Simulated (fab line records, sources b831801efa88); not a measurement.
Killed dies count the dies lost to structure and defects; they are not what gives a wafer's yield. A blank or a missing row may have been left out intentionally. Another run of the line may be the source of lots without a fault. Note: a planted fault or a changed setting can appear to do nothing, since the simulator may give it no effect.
Which tool did it? -- flow sky130 -- 11 lots with 29 wafers sampled at 5 steps, on a route of 708 steps

== WHAT THE GAUGES SHOWED, per wafer ==
SKY_PASSIVATION_THK_MEAS_03. Usual: PASSIVATION_CVD_02_THK 539 nm, standard deviation 7.2.
lot,measured,on,PASSIVATION_CVD_02_THK (nm),flag
L726,day 44 12:03,film_metro-02,540 536 542,
L730,day 46 12:39,film_metro-02,533 535 541,
L733,day 47 03:14,film_metro-02,531 534 544,
L734,day 47 04:50,film_metro-03,542 534 562,
L736,day 47 05:20,film_metro-02,535 547 548,
L735,day 47 07:48,film_metro-02,472,OFF
L740,day 48 04:49,film_metro-02,533 541 540,
L739,day 48 09:08,film_metro-03,478,OFF
L741,day 48 17:17,film_metro-02,532 527 542,
L744,day 49 00:53,film_metro-03,539 527 536,
L748,day 49 20:58,film_metro-03,541 545 539,

== WHAT TOOL EACH LOT RAN ON (gives the tool, then ch and the chambers of the sampled wafers, and finally the start) ==
lot,SKY_VIA4_CMP_02,SKY_METAL5_SPUTTER_04,SKY_METAL5_DESCUM_14,SKY_PASSIVATION_CVD_02
L726,"cmp-02 ch 1,2, day 42 11:28","pvd_sputter-03, day 43 12:53","rie_metal-04 ch 0,1, day 44 10:53","pecvd-02 ch 0,1,2, day 44 11:50"
L730,"cmp-01 ch 0,1,3, day 44 15:50","pvd_sputter-03, day 45 15:31","rie_metal-02 ch 1, day 46 11:08","pecvd-02 ch 0,2, day 46 12:25"
L733,"cmp-01 ch 2,3, day 45 05:28","pvd_sputter-04, day 46 05:26","rie_metal-04 ch 0,1, day 47 01:38","pecvd-04 ch 1,2, day 47 03:01"
L734,"cmp-01 ch 0,1,2, day 45 09:38","pvd_sputter-02, day 46 07:32","rie_metal-02 ch 0,1, day 47 03:29","pecvd-03 ch 1,2, day 47 04:31"
L736,"cmp-01 ch 0,1,3, day 45 10:14","pvd_sputter-04, day 46 08:08","rie_metal-04 ch 0,1, day 47 04:02","pecvd-02 ch 0,2, day 47 05:06"
L735,"cmp-01 ch 2, day 45 12:29","pvd_sputter-04, day 46 10:43","rie_metal-04 ch 0, day 47 06:11","pecvd-02 ch 2, day 47 07:34"
L740,"cmp-01 ch 0,1,3, day 46 08:01","pvd_sputter-03, day 47 09:46","rie_metal-03 ch 0,1, day 48 03:38","pecvd-03 ch 0,1,2, day 48 04:35"
L739,"cmp-01 ch 0, day 46 14:13","pvd_sputter-02, day 47 11:35","rie_metal-03 ch 1, day 48 07:57","pecvd-02 ch 2, day 48 08:59"
L741,"cmp-01 ch 0,2, day 46 23:15","pvd_sputter-02, day 47 20:20","rie_metal-02 ch 0,1, day 48 16:08","pecvd-04 ch 0,1,2, day 48 17:04"
L744,"cmp-01 ch 0,2,3, day 47 06:33","pvd_sputter-02, day 48 04:19","rie_metal-04 ch 0,1, day 48 23:43","pecvd-04 ch 0,1,2, day 49 00:40"
L748,"cmp-01 ch 1,2,3, day 48 04:50","pvd_sputter-02, day 49 02:47","rie_metal-04 ch 0,1, day 49 19:47","pecvd-04 ch 0,1,2, day 49 20:50"
- SKY_VIA4_CMP_02: polishes SiO2.
- SKY_METAL5_SPUTTER_04: material TiN, target thk 70 nm, time 58.3 s.
- SKY_METAL5_DESCUM_14: chemistry O2, time 11 s.
- SKY_PASSIVATION_CVD_02: deposits Si3N4, target thk 540 nm.

== AS READ BY THE TOOLS THEMSELVES (means over the sampled wafers that have a number; for cases with no such wafer, the mark the record gives instead) ==
SKY_VIA4_CMP_02. Usual: motor_current_A reads 11.9 A (standard deviation 1.6).
lot,tool,motor_current_A (A),flag
L726,cmp-02,13.2,
L730,cmp-01,11.3,
L733,cmp-01,11.2,
L734,cmp-01,12.7,
L736,cmp-01,11.0,
L735,cmp-01,13.7,
L740,cmp-01,11.4,
L739,cmp-01,10.2,
L741,cmp-01,12.4,
L744,cmp-01,11.4,
L748,cmp-01,12.1,

SKY_METAL5_SPUTTER_04. Usual: throttle_valve_pct reads 30.2 % (standard deviation 1.3).
lot,tool,throttle_valve_pct (%),flag
L726,pvd_sputter-03,30.4,
L730,pvd_sputter-03,29.3,
L733,pvd_sputter-04,29.0,
L734,pvd_sputter-02,30.8,
L736,pvd_sputter-04,30.7,
L735,pvd_sputter-04,29.2,
L740,pvd_sputter-03,29.3,
L739,pvd_sputter-02,30.2,
L741,pvd_sputter-02,30.9,
L744,pvd_sputter-02,31.5,
L748,pvd_sputter-02,31.5,

SKY_METAL5_DESCUM_14. Usual: drypump_motor_current_A 5.4 A, standard deviation 0.5; he_backside_leak_sccm 3.45 sccm, standard deviation 0.19; oes_product_au 1.003 a.u., standard deviation 0.012.
lot,tool,drypump_motor_current_A (A),he_backside_leak_sccm (sccm),oes_product_au (a.u.),flag
L726,rie_metal-04,5.8,3.49,1.018,
L730,rie_metal-02,5.3,3.48,1.003,
L733,rie_metal-04,5.8,3.51,1.004,
L734,rie_metal-02,4.9,3.57,0.999,
L736,rie_metal-04,6.0,3.53,0.996,
L735,rie_metal-04,5.5,3.49,1.013,
L740,rie_metal-03,5.1,3.35,1.002,
L739,rie_metal-03,5.5,3.56,1.003,
L741,rie_metal-02,5.1,3.46,1.000,
L744,rie_metal-04,5.8,3.46,1.009,
L748,rie_metal-04,5.8,3.42,1.003,

SKY_PASSIVATION_CVD_02. Usual: heater_power_w reads 703 W (standard deviation 93).
lot,tool,heater_power_w (W),flag
L726,pecvd-02,682,
L730,pecvd-02,721,
L733,pecvd-04,686,
L734,pecvd-03,836,
L736,pecvd-02,665,
L735,pecvd-02,621,
L740,pecvd-03,770,
L739,pecvd-02,727,
L741,pecvd-04,666,
L744,pecvd-04,667,
L748,pecvd-04,664,

== THE ANSWER, worked out from the rows above alone ==
Rule: a lot counts as off when the mean over its wafers that have a number is more than 3 standard deviations away from the usual mean. A lot without any number at a reading at which 4 lots or more have one is off too. The other lots that the step has rows for count as sound. The gauges are gone through in route order, then the tools' own readings, and for those a lot's mean is taken as printed above. At the first step where some lot is off, the reading lying furthest off is the one used; lots without a number count as furthest.
Off: L735, L739, seen at SKY_PASSIVATION_THK_MEAS_03 (PASSIVATION_CVD_02_THK).
A tool fits if, at a process step before that reading, it ran every lot that is off, and no sound lot after the first of them. Gauges at SKY_PASSIVATION_THK_MEAS_03: tried the same way as those tools. One fits: pecvd-02 at SKY_PASSIVATION_CVD_02. A fault onset in the window from L736 (day 47 05:06, its last sound lot) to L735 (day 47 07:34, its first lot off) fits.

== WHAT WAS PUT IN BY THE SIMULATOR ==
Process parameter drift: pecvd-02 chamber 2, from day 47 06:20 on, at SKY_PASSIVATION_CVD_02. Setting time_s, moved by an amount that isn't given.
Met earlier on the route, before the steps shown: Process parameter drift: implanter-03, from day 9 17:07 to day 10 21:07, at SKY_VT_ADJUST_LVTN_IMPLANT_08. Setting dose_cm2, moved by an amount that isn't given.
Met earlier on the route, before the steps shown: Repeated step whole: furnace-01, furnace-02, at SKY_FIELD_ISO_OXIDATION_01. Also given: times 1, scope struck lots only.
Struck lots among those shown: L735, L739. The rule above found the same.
